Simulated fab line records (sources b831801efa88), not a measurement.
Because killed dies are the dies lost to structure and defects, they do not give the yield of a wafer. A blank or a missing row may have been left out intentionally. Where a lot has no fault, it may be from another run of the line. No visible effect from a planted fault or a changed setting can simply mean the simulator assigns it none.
fab line records	flow sky130
record lots=14	wafers=42	lastDay=50
route steps=708 shown VIA2@520 CAPM@539
lots untouched by any fault: they come from a run of this same line in which no faults occurred
startH: start of the lot's first displayed wafer, in hours after the record's first day	waitH: hours elapsed since this lot's preceding step	" the same as in the row above	L1.1+2: a single row standing in for several wafers	- no value present, or no start provided	* or withheld: withheld	< > ~ a bound
route shown NAME@n: a module of which the file shows steps, and the number in the route of the first	usual: mean and standard deviation over wafers with no fault	same: alike in all rows	chamber/n: place in a boat	sites: per-site readings	_std_site: how widely they spread, as a standard deviation	_edge_site: the outer-site mean with the inner-site mean subtracted	radiusMm: for every site, how far away it sits from the centre of the wafer	mask NAME#n: copy n	behind: the most recent tool/chamber to have shaped the wafer	hold: the reason the lot was held/the length of the hold in hours/how it ended	device: whichever transistor did not switch (one of n, p or np)	end of line: at the end of the route, the tests of the same wafers	a step without rows: its recipe alone	killed: the dies lost at the first sort to structure and to defects; this is not the yield of the wafer	map: per-die view of a wafer (x killed, . not killed, _ where there is no die)
set.NAME: the setting the step ran with; set.NAME@STEP: the setting that earlier step ran with	model.NAME: the simulator's own value behind a step, which no gauge read
one table for each step of the route and one row for each wafer, over a sample of lots
services: from which hour (startH, from the record's first day; less than 0 if before it) a tool's chamber was out of use, for how many hours, and why
## steps
# step SKY_VIA2_OVL_MEAS_13
# usual VIA2_OVL=2/6.3
lot.wafer	tool	chamber	startH	waitH	VIA2_OVL[nm]
L115.1	overlay-01	-	844.27	0.1	0
L115.5	"	-	"	"	5
L115.6	"	-	"	"	-3
L116.2	overlay-02	-	851.40	0.1	2
L116.4	"	-	"	"	1
L116.6	"	-	"	"	-2
L118.1	overlay-02	-	871.02	0.1	7
L118.2	"	-	"	"	10
L118.3	"	-	"	"	13
L119.1	overlay-01	-	887.57	0.1	-4
L119.3	"	-	"	"	-5
L119.4	"	-	"	"	-8
L122.2	overlay-01	-	897.84	0.1	1
L122.3	"	-	"	"	-8
L122.4	"	-	"	"	-4
L123.2	overlay-02	-	906.42	0.1	6
L123.4	"	-	"	"	1
L123.5	"	-	"	"	13
L124.1	overlay-02	-	910.42	0.1	4
L124.2	"	-	"	"	7
L124.6	"	-	"	"	6
L125.1	overlay-02	-	918.02	0.1	7
L125.3	"	-	"	"	5
L125.4	"	-	"	"	3
L127.1	overlay-02	-	932.18	0.1	11
L127.4	"	-	"	"	2
L127.6	"	-	"	"	-2
L128.1	overlay-01	-	937.67	0.1	-3
L128.2	"	-	"	"	-1
L128.5	"	-	"	"	-4
L129.4	overlay-01	-	948.05	0.1	7
L129.5	"	-	"	"	6
L129.6	"	-	"	"	12
L130.2	overlay-01	-	952.19	0.1	2
L130.3	"	-	"	"	4
L130.6	"	-	"	"	3
L135.1	overlay-01	-	991.84	0.1	-7
L135.5	"	-	"	"	-11
L135.6	"	-	"	"	-13
L138.2	overlay-02	-	1012.02	0.1	-7
L138.4	"	-	"	"	-11
L138.6	"	-	"	"	-1
# step SKY_VIA2_ETCH_14
# recipe chemistry=N2/H2	target=BARC	ionEnergyEv=200	sourceW=500	biasW=100	pressureMtorr=30	n2FlowSccm=100	h2FlowSccm=200	stopOn=SiO2	timeS=45.9	targetDepthA=600
# usual chamberPressureMTorr=30.001/0.028	drypumpMotorCurrentA=5.6/0.55	oesProductAu=0.854/0.0042	rfFwdPowerW=494.5/2	throttleValvePct=13.224/0.0093
# same timeS=45.9
lot.wafer	tool	chamber	startH	waitH	chamberPressureMTorr	drypumpMotorCurrentA	oesProductAu	rfFwdPowerW	rfHoursCounterH	throttleValvePct
L115.1	rieDiel-01	1	844.30	0.0	29.999	5.3	0.852	496.1	6	13.225
L115.5	"	1	"	"	29.987	5.3	0.845	495.0	-	13.223
L115.6	"	2	"	"	29.960	5.4	0.858	492.8	-	13.230
L116.2	rieDiel-01	0	851.43	0.0	30.012	5.9	0.851	495.9	24	13.238
L116.4	"	3	"	"	30.013	6.6	0.848	494.0	18	13.218
L116.6	"	3	"	"	29.973	6.5	0.854	492.9	-	13.237
L118.1	rieDiel-03	3	871.05	0.0	29.990	6.6	0.860	490.6	19	13.224
L118.2	"	2	"	"	29.992	5.8	0.849	495.0	19	13.233
L118.3	"	1	"	"	29.949	4.9	0.852	496.3	7	13.211
L119.1	rieDiel-01	3	887.60	0.0	29.983	6.5	0.857	492.8	18	13.208
L119.3	"	1	"	"	29.958	5.3	0.860	494.8	7	13.203
L119.4	"	0	"	"	30.006	5.9	0.855	496.1	25	13.218
L122.2	rieDiel-04	0	897.87	0.0	29.977	5.3	0.857	493.4	4	13.230
L122.3	"	3	"	"	30.052	5.0	0.854	493.6	6	13.226
L122.4	"	2	"	"	30.027	6.2	0.852	495.2	14	13.238
L123.2	rieDiel-01	2	906.45	0.0	30.021	5.4	0.847	493.7	18	13.216
L123.4	"	1	"	"	29.987	5.3	0.855	495.0	-	13.221
L123.5	"	0	"	"	29.999	5.9	0.851	498.3	-	13.219
L124.1	rieDiel-04	1	910.45	0.0	29.991	4.9	0.860	495.3	13	13.219
L124.2	"	2	"	"	30.011	6.2	0.856	491.7	15	13.238
L124.6	"	1	"	"	30.007	4.9	0.855	494.8	-	13.224
L125.1	rieDiel-03	0	918.05	0.0	29.985	6.3	0.857	494.2	6	13.237
L125.3	"	1	"	"	29.984	4.9	0.853	495.6	9	13.233
L125.4	"	2	"	"	30.003	5.8	0.855	496.9	21	13.214
L127.1	rieDiel-04	2	932.22	0.0	29.971	6.2	0.852	493.4	15	13.223
L127.4	"	3	"	"	30.004	5.0	0.856	496.4	7	13.216
L127.6	"	1	"	"	30.055	4.9	0.842	494.8	-	13.228
L128.1	rieDiel-04	1	937.70	0.0	29.957	4.9	0.849	495.3	14	13.219
L128.2	"	3	"	"	29.987	5.0	0.855	494.4	7	13.237
L128.5	"	1	"	"	30.000	4.9	0.852	496.4	-	13.238
L129.4	rieDiel-04	1	948.07	0.0	30.015	4.9	0.853	494.8	14	13.216
L129.5	"	2	"	"	29.953	6.2	0.847	493.9	-	13.217
L129.6	"	1	"	"	30.010	4.9	0.855	493.3	-	13.220
L130.2	rieDiel-04	3	952.22	0.0	29.978	5.0	0.853	492.7	7	13.222
L130.3	"	1	"	"	29.989	4.9	0.853	495.3	14	13.210
L130.6	"	3	"	"	29.996	5.0	0.852	491.6	-	13.221
L135.1	rieDiel-03	3	991.87	0.0	30.002	6.6	0.859	491.8	23	13.223
L135.5	"	2	"	"	30.025	5.7	0.853	497.9	-	13.220
L135.6	"	3	"	"	29.965	6.6	0.848	490.9	-	13.231
L138.2	rieDiel-04	1	1012.05	0.0	30.010	4.9	0.858	495.4	16	13.212
L138.4	"	0	"	"	30.005	5.3	0.862	495.7	8	13.226
L138.6	"	2	"	"	30.045	6.2	0.852	497.3	-	13.229
# step SKY_VIA2_CVD_21
# recipe material=W	targetThkNm=420	timeS=126.4	tempC=400	pressureTorr=40
# usual heaterPowerW=787/100	susceptorTempC=399.96/0.23
# same timeS=126.4
lot.wafer	tool	chamber	startH	waitH	heaterPowerW	susceptorTempC
L115.1	cvdW-01	0	845.07	0.0	683	400.17
L115.5	"	0	"	"	679	400.26
L115.6	"	0	"	"	694	399.73
L116.2	cvdW-01	0	852.27	0.1	693	400.01
L116.4	"	0	"	"	703	399.82
L116.6	"	0	"	"	695	399.82
L118.1	cvdW-02	1	871.81	0.0	912	399.97
L118.2	"	0	"	"	957	399.67
L118.3	"	1	"	"	930	399.88
L119.1	cvdW-02	1	888.43	0.0	912	399.66
L119.3	"	0	"	"	958	399.81
L119.4	"	1	"	"	914	399.71
L122.2	cvdW-02	0	898.66	0.0	908	399.92
L122.3	"	1	"	"	917	400.00
L122.4	"	0	"	"	959	400.05
L123.2	cvdW-01	0	907.22	0.0	691	400.00
L123.4	"	1	"	"	706	399.84
L123.5	"	0	"	"	681	399.90
L124.1	cvdW-01	0	911.22	0.0	692	399.87
L124.2	"	1	"	"	727	399.85
L124.6	"	0	"	"	706	400.17
L125.1	cvdW-01	0	918.82	0.0	701	400.13
L125.3	"	1	"	"	705	399.73
L125.4	"	0	"	"	707	400.03
L127.1	cvdW-02	0	933.02	0.0	872	400.26
L127.4	"	0	"	"	866	400.11
L127.6	"	1	"	"	922	400.01
L128.1	cvdW-01	0	938.47	0.0	703	399.90
L128.2	"	1	"	"	735	400.35
L128.5	"	1	"	"	715	399.76
L129.4	cvdW-01	0	949.38	0.1	708	399.72
L129.5	"	1	"	"	713	400.42
L129.6	"	0	"	"	696	399.81
L130.2	cvdW-01	1	952.98	0.0	721	399.83
L130.3	"	1	"	"	699	400.00
L130.6	"	1	"	"	723	399.86
L135.1	cvdW-01	1	992.63	0.0	708	399.61
L135.5	"	1	"	"	733	399.45
L135.6	"	0	"	"	694	399.57
L138.2	cvdW-01	1	1012.82	0.0	727	399.75
L138.4	"	1	"	"	711	399.34
L138.6	"	1	"	"	723	399.93
# step SKY_CAPM_SPUTTER_02
# recipe material=TiN	targetThkNm=200	tempC=300	powerW=6500	timeS=166.7	chamberPressurePa=0.4
# usual cathodeDcPowerW=6500.0/1.2	chamberPressurePa=0.4000/0.00073	susceptorTempC=300.00/0.19	throttleValvePct=30.4/0.69	timeS=166.7/0
lot.wafer	tool	chamber	startH	waitH	cathodeDcPowerW	chamberPressurePa	susceptorTempC	throttleValvePct	timeS
L115.1	pvdSputter-02	-	846.05	0.1	6502.7	0.3988	299.82	29.9	166.7
L115.5	"	-	"	"	6500.5	0.3996	299.92	30.2	166.7
L115.6	"	-	"	"	6500.4	0.4003	300.21	29.3	166.7
L116.2	pvdSputter-02	-	853.20	0.0	6500.5	0.4002	300.19	29.8	166.7
L116.4	"	-	"	"	6500.2	0.3996	300.09	30.1	166.7
L116.6	"	-	"	"	6501.0	0.3988	299.90	31.4	166.7
L118.1	pvdSputter-02	-	872.66	0.1	6500.2	0.4008	300.06	29.6	166.7
L118.2	"	-	"	"	6499.4	0.3996	299.73	31.4	166.7
L118.3	"	-	"	"	6501.7	0.4001	299.86	29.8	166.7
L119.1	pvdSputter-01	-	889.27	0.1	6499.8	0.4010	299.81	30.0	166.7
L119.3	"	-	"	"	6501.8	0.3993	300.14	31.6	166.7
L119.4	"	-	"	"	6500.8	0.4000	299.93	30.1	166.7
L122.2	pvdSputter-02	-	899.53	0.0	6498.7	0.4010	299.88	29.2	166.7
L122.3	"	-	"	"	6500.1	0.3997	299.83	30.1	166.7
L122.4	"	-	"	"	6500.4	0.3992	299.93	31.6	166.7
L123.2	pvdSputter-02	-	908.15	0.0	6499.6	0.4004	300.02	29.2	166.7
L123.4	"	-	"	"	6500.7	0.4003	299.99	31.4	166.7
L123.5	"	-	"	"	6499.4	0.3989	299.66	31.3	166.7
L124.1	pvdSputter-02	-	912.07	0.1	6500.1	0.4010	300.14	31.5	166.7
L124.2	"	-	"	"	6498.5	0.4016	300.02	29.6	166.7
L124.6	"	-	"	"	6497.1	0.3982	300.13	30.0	166.7
L125.1	pvdSputter-02	-	919.66	0.1	6500.2	0.3992	300.02	31.3	166.7
L125.3	"	-	"	"	6500.3	0.3999	300.10	29.7	166.7
L125.4	"	-	"	"	6500.5	0.4007	300.05	29.8	166.7
L127.1	pvdSputter-02	-	933.87	0.1	6499.1	0.3998	299.84	31.4	166.7
L127.4	"	-	"	"	6503.1	0.3995	299.44	30.0	166.7
L127.6	"	-	"	"	6499.5	0.3993	299.90	31.2	166.7
L128.1	pvdSputter-01	-	939.32	0.1	6499.6	0.3999	300.18	30.0	166.7
L128.2	"	-	"	"	6499.1	0.4013	300.04	30.2	166.7
L128.5	"	-	"	"	6503.1	0.4002	299.89	30.3	166.7
L129.4	pvdSputter-03	-	950.19	0.0	-	-	-	-	-
L129.5	"	-	"	"	-	-	-	-	-
L129.6	"	-	"	"	-	-	-	-	-
L130.2	pvdSputter-03	-	953.83	0.0	-	-	-	-	-
L130.3	"	-	"	"	-	-	-	-	-
L130.6	"	-	"	"	-	-	-	-	-
L135.1	pvdSputter-02	-	993.49	0.1	6503.0	0.3989	300.36	29.7	166.7
L135.5	"	-	"	"	6499.8	0.4006	300.17	29.4	166.7
L135.6	"	-	"	"	6497.3	0.3994	300.13	29.9	166.7
L138.2	pvdSputter-03	-	1013.67	0.0	6499.7	0.4002	299.85	30.6	166.7
L138.4	"	-	"	"	6499.8	0.4001	299.82	31.2	166.7
L138.6	"	-	"	"	6500.9	0.3999	300.04	30.2	166.7
# step SKY_CAPM_RS_MEAS_03
# recipe thkMeasGauge=four-point-probe	reads=TiN_of_CAPM_SPUTTER_02
# usual CAPM_TIN_RS=6.90/0.083
lot.wafer	tool	chamber	startH	waitH	CAPM_TIN_RS[ohm/sq]
L115.1	filmMetro-04	-	846.15	0.1	6.98
L115.5	"	-	"	"	6.99
L115.6	"	-	"	"	6.94
L116.2	filmMetro-01	-	853.33	0.1	6.95
L116.4	"	-	"	"	6.93
L116.6	"	-	"	"	6.85
L118.1	filmMetro-04	-	872.77	0.1	6.99
L118.2	"	-	"	"	6.90
L118.3	"	-	"	"	6.99
L119.1	filmMetro-02	-	889.38	0.1	6.82
L119.3	"	-	"	"	6.99
L119.4	"	-	"	"	6.90
L122.2	filmMetro-01	-	899.66	0.1	7.00
L122.3	"	-	"	"	6.95
L122.4	"	-	"	"	7.05
L123.2	filmMetro-01	-	908.28	0.1	6.99
L123.4	"	-	"	"	6.98
L123.5	"	-	"	"	6.98
L124.1	filmMetro-04	-	912.17	0.1	6.92
L124.2	"	-	"	"	6.86
L124.6	"	-	"	"	6.94
L125.1	filmMetro-01	-	919.77	0.1	6.90
L125.3	"	-	"	"	6.96
L125.4	"	-	"	"	6.89
L127.1	filmMetro-04	-	933.98	0.1	6.94
L127.4	"	-	"	"	6.94
L127.6	"	-	"	"	6.91
L128.1	filmMetro-01	-	939.43	0.1	6.80
L128.2	"	-	"	"	6.82
L128.5	"	-	"	"	6.76
L129.4	filmMetro-01	-	950.36	0.1	-
L129.5	"	-	"	"	-
L129.6	"	-	"	"	-
L130.2	filmMetro-02	-	953.95	0.1	-
L130.3	"	-	"	"	-
L130.6	"	-	"	"	-
L135.1	filmMetro-01	-	993.60	0.1	6.87
L135.5	"	-	"	"	6.88
L135.6	"	-	"	"	6.88
L138.2	filmMetro-04	-	1013.80	0.1	6.74
L138.4	"	-	"	"	6.83
L138.6	"	-	"	"	6.80
# step SKY_CAPM_THK_MEAS_04
# recipe thkMeasGauge=xrf	reads=TiN_of_CAPM_SPUTTER_02
# usual CAPM_TIN_THK=197.3/2.4
lot.wafer	tool	chamber	startH	waitH	CAPM_TIN_THK[nm]
L115.1	filmMetro-04	-	846.27	0.1	194.3
L115.5	"	-	"	"	194.0
L115.6	"	-	"	"	195.0
L116.2	filmMetro-01	-	853.44	0.1	195.7
L116.4	"	-	"	"	196.1
L116.6	"	-	"	"	199.5
L118.1	filmMetro-04	-	872.89	0.1	194.1
L118.2	"	-	"	"	196.2
L118.3	"	-	"	"	193.0
L119.1	filmMetro-02	-	889.50	0.1	199.6
L119.3	"	-	"	"	194.6
L119.4	"	-	"	"	196.7
L122.2	filmMetro-01	-	899.77	0.1	195.1
L122.3	"	-	"	"	195.6
L122.4	"	-	"	"	193.2
L123.2	filmMetro-01	-	908.39	0.1	195.2
L123.4	"	-	"	"	195.3
L123.5	"	-	"	"	195.5
L124.1	filmMetro-04	-	912.29	0.1	197.0
L124.2	"	-	"	"	199.9
L124.6	"	-	"	"	196.0
L125.1	filmMetro-01	-	919.89	0.1	197.6
L125.3	"	-	"	"	196.0
L125.4	"	-	"	"	198.2
L127.1	filmMetro-04	-	934.10	0.1	196.5
L127.4	"	-	"	"	196.4
L127.6	"	-	"	"	198.9
L128.1	filmMetro-01	-	939.55	0.1	200.0
L128.2	"	-	"	"	199.8
L128.5	"	-	"	"	201.6
L129.4	filmMetro-01	-	950.45	0.1	<0.0
L129.5	"	-	"	"	<0.0
L129.6	"	-	"	"	<0.0
L130.2	filmMetro-02	-	954.06	0.1	<0.0
L130.3	"	-	"	"	<0.0
L130.6	"	-	"	"	<0.0
L135.1	filmMetro-01	-	993.72	0.1	198.4
L135.5	"	-	"	"	197.8
L135.6	"	-	"	"	198.5
L138.2	filmMetro-04	-	1013.91	0.1	201.7
L138.4	"	-	"	"	198.5
L138.6	"	-	"	"	199.1
# step SKY_CAPM_METAL_ETCH_13
# recipe targetDepthNm=220	stopOn=SiO2	chemistry=Cl2/BCl3	target=TiN	pressureMtorr=10	icpW=900	biasW=48.5	Cl2_flow_sccm=60	bcl3FlowSccm=30	timeS=62.9
# usual bcl3FlowSccm=30.01/0.089	chamberPressureMTorr=10.001/0.0086	drypumpMotorCurrentA=5.75/0.23	oesProductAu=0.942/0.0075	rfFwdPowerW=892/3.3	throttleValvePct=21.902/0.0094
# same timeS=62.9
lot.wafer	tool	chamber	startH	waitH	bcl3FlowSccm	chamberPressureMTorr	drypumpMotorCurrentA	oesProductAu	rfFwdPowerW	rfHoursCounterH	throttleValvePct
L115.1	rieMetal-04	1	872.18	0.0	30.00	9.997	5.66	0.936	888	10	21.909
L115.5	"	0	"	"	30.05	9.998	5.46	0.934	891	-	21.911
L115.6	"	1	"	"	29.87	10.003	5.68	0.946	887	-	21.907
L116.2	rieMetal-04	0	879.77	0.0	29.95	10.000	5.46	0.942	890	9	21.887
L116.4	"	0	"	"	29.91	9.998	5.46	0.945	889	-	21.907
L116.6	"	0	"	"	29.85	9.990	5.46	0.940	885	-	21.905
L118.1	rieMetal-02	0	899.06	0.0	29.94	10.013	6.06	0.938	888	18	21.903
L118.2	"	1	"	"	30.15	10.008	6.15	0.942	896	10	21.905
L118.3	"	0	"	"	29.99	10.014	6.07	0.931	889	-	21.909
L119.1	rieMetal-02	0	913.52	0.0	29.96	10.004	6.09	0.953	893	18	21.907
L119.3	"	0	"	"	30.01	9.996	6.08	0.933	891	-	21.906
L119.4	"	1	"	"	29.90	10.013	6.13	0.942	892	-	21.896
L122.2	rieMetal-03	0	924.21	0.0	29.88	10.003	5.80	0.938	888	13	21.898
L122.3	"	0	"	"	29.96	10.007	5.79	0.943	892	-	21.906
L122.4	"	1	"	"	30.07	10.008	5.59	0.930	894	-	21.913
L123.2	rieMetal-04	1	932.76	0.0	30.14	9.987	5.66	0.929	892	12	21.922
L123.4	"	0	"	"	30.10	10.003	5.46	0.939	889	-	21.912
L123.5	"	1	"	"	30.19	10.004	5.64	0.934	895	-	21.921
L124.1	rieMetal-02	0	936.87	0.0	29.99	9.998	6.08	0.943	887	0	21.908
L124.2	"	1	"	"	30.08	10.014	6.14	0.947	891	14	21.894
L124.6	"	0	"	"	29.94	10.009	6.09	0.941	887	-	21.911
L125.1	rieMetal-03	1	944.41	0.0	29.99	10.006	5.66	0.942	895	6	21.905
L125.3	"	1	"	"	29.91	9.999	5.62	0.932	895	-	21.910
L125.4	"	0	"	"	30.13	10.004	5.80	0.943	893	-	21.909
L127.1	rieMetal-04	1	959.36	0.0	29.97	10.003	5.67	0.936	892	13	21.898
L127.4	"	1	"	"	29.90	10.001	5.65	0.941	888	-	21.907
L127.6	"	1	"	"	29.99	10.001	5.67	0.944	888	-	21.910
L128.1	rieMetal-02	1	964.07	0.0	29.98	9.998	6.14	0.942	886	15	21.886
L128.2	"	0	"	"	29.93	10.007	6.07	0.950	889	1	21.895
L128.5	"	0	"	"	29.95	9.997	6.08	0.958	887	-	21.894
L129.4	rieMetal-02	1	975.86	0.0	29.97	10.001	6.11	0.373	895	-	22.265
L129.5	"	1	"	"	29.85	10.005	6.14	0.373	895	-	22.262
L129.6	"	0	"	"	30.11	9.987	6.11	0.374	890	-	22.271
L130.2	rieMetal-04	1	979.36	0.0	30.23	9.994	5.62	0.379	892	14	22.267
L130.3	"	0	"	"	30.13	10.001	5.45	0.375	892	-	22.261
L130.6	"	1	"	"	30.06	10.006	5.65	0.375	893	-	22.259
L135.1	rieMetal-04	0	1015.78	0.0	30.18	9.985	5.46	0.931	884	14	21.898
L135.5	"	0	"	"	30.02	10.004	5.46	0.939	891	-	21.888
L135.6	"	1	"	"	30.15	9.999	5.64	0.939	889	-	21.909
L138.2	rieMetal-03	0	1036.18	0.0	30.10	9.990	5.80	0.947	899	19	21.900
L138.4	"	0	"	"	30.00	9.994	5.77	0.951	896	-	21.908
L138.6	"	1	"	"	29.85	9.985	5.58	0.950	897	-	21.883
## services
tool	chamber	startH	hours	kind
pvdSputter-03	-	826.66	2.2	repair
cvdW-02	0	835.48	8.7	repair
pvdSputter-02	-	839.16	3.3	repair
cvdW-01	1	841.55	14.7	repair
rieMetal-03	-	848.49	2.8	pm
cvdW-01	0	855.78	2.4	repair
pvdSputter-02	-	860.13	3.2	repair
rieDiel-03	3	875.02	3.4	repair
rieMetal-04	-	876.98	1.0	repair
rieMetal-02	1	880.56	8.8	repair
rieDiel-01	3	897.86	12.5	repair
cvdW-02	-	904.00	14.0	pm
cvdW-02	-	918.00	6.9	pm
rieDiel-03	0	920.99	1.3	repair
pvdSputter-02	-	927.37	2.5	repair
rieDiel-01	-	931.47	2.8	pm
rieMetal-02	0	938.93	4.4	repair
rieDiel-01	1	946.12	9.6	repair
rieDiel-01	3	968.76	23.0	repair
rieDiel-04	0	996.09	1.3	repair
rieDiel-01	1	998.93	12.6	repair
rieDiel-04	2	1002.62	5.3	repair
cvdW-02	0	1018.57	3.3	repair
cvdW-02	0	1024.10	9.5	repair
## key
firstSign step=SKY_CAPM_SPUTTER_02	reading=toolRecord	direction=missing
effect step=SKY_CAPM_RS_MEAS_03	reading=CAPM_TIN_RS	direction=missing
effect step=SKY_CAPM_THK_MEAS_04	reading=CAPM_TIN_THK	direction=down	sigmas=81	usual=197.3	struck=<0.0
effect step=SKY_CAPM_METAL_ETCH_13	reading=oesProductAu	direction=down	sigmas=76	usual=0.942	struck=0.375
metAt SKY_CAPM_SPUTTER_02
struckLots L129,L130
laterRowsLeftOut L129.4,L129.5,L129.6,L130.2,L130.3,L130.6
sortLeftOut L129.4,L129.5,L129.6,L130.2,L130.3,L130.6
notActingAt SKY_VIA2_OVL_MEAS_13,SKY_VIA2_ETCH_14,SKY_VIA2_CVD_21
fault kind=skippedStepWhole	tool=pvdSputter-03	chamber=-	onsetH=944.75	steps=SKY_CAPM_SPUTTER_02	scope=struckLotsOnly
# sortLeftOut: the simulated sort isn't trusted on such a fault, so these wafers' sort isn't shown, and their yield isn't known
# laterRowsLeftOut: the simulator's readings of these wafers behind a module that went badly wrong aren't trusted and aren't shown, but for the sort
